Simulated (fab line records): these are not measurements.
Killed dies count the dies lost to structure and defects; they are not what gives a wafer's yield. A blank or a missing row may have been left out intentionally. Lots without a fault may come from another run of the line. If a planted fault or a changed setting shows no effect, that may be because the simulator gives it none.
Which of the tools did it? / flow gf180mcu / 6 lots, 18 wafers sampled, at 2 steps of a route of 602

WHAT EACH GAUGE READ, for each wafer
GF_STI_THK_MEAS_30.
lot=L355; measured=day 2 11:53; on=film metro-02; STI_OXIDATION_02_THK (nm)=10.19 10.27 10.41
lot=L357; measured=day 2 23:22; on=film metro-03; STI_OXIDATION_02_THK (nm)=10.40 10.32 10.24
lot=L370; measured=day 5 16:19; on=film metro-04; STI_OXIDATION_02_THK (nm)=14.43 14.53 14.42
lot=L372; measured=day 6 03:35; on=film metro-03; STI_OXIDATION_02_THK (nm)=9.94 9.81 9.81
lot=L375; measured=day 6 18:22; on=film metro-04; STI_OXIDATION_02_THK (nm)=10.11 10.04 10.14
lot=L377; measured=day 7 04:22; on=film metro-04; STI_OXIDATION_02_THK (nm)=10.04 9.94 10.06

TOOL THAT RAN EACH LOT (tool first, then ch and the chambers of the sampled wafers, then the start)
lot=L355; GF_STI_OXIDATION_29=furnace-02 ch 0, day 2 10:30
lot=L357; GF_STI_OXIDATION_29=furnace-02 ch 0, day 2 21:58
lot=L370; GF_STI_OXIDATION_29=furnace-02 ch 0, day 5 14:56
lot=L372; GF_STI_OXIDATION_29=furnace-01 ch 0, day 6 02:11
lot=L375; GF_STI_OXIDATION_29=furnace-01 ch 0, day 6 16:58
lot=L377; GF_STI_OXIDATION_29=furnace-01 ch 0, day 7 02:58
- GF_STI_OXIDATION_29: stabilise 600 s, purge 300 s, target thk 10 nm.

THE ANSWER, worked out from the rows above alone
Rule: the lots themselves supply what counts as usual. Put in order of their means at a reading, lots are off if they are a third of the lots or fewer, leave a main group of 4 or more, and stand apart from it by a gap of 3 or more times the standard deviation of the main group's means; of several such gaps the widest counts. If all means in a main group match to the digits the tables above print for the reading, that group is not used. A lot without any number at a reading at which 4 lots or more have one is off too. Any other lot the step has rows for is counted as sound.
Off: L370, at GF_STI_THK_MEAS_30 (STI_OXIDATION_02_THK). Mean 10.11 nm and standard deviation 0.17 in the main group.
If a tool, at a process step before that reading, ran all the lots that are off and no sound lot after the first of them, it fits. Those tools and the gauges at GF_STI_THK_MEAS_30 are tried in the same way. One fits: furnace-02 at GF_STI_OXIDATION_29. Its last sound lot is L357 (day 2 21:58), its first lot that is off L370 (day 5 14:56): a fault that began between those two fits.

WHAT WAS PUT IN BY THE SIMULATOR
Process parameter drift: furnace-02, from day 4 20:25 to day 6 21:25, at GF_STI_OXIDATION_29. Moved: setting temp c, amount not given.
Lots struck among those shown: L370. The rule given above showed the same thing.
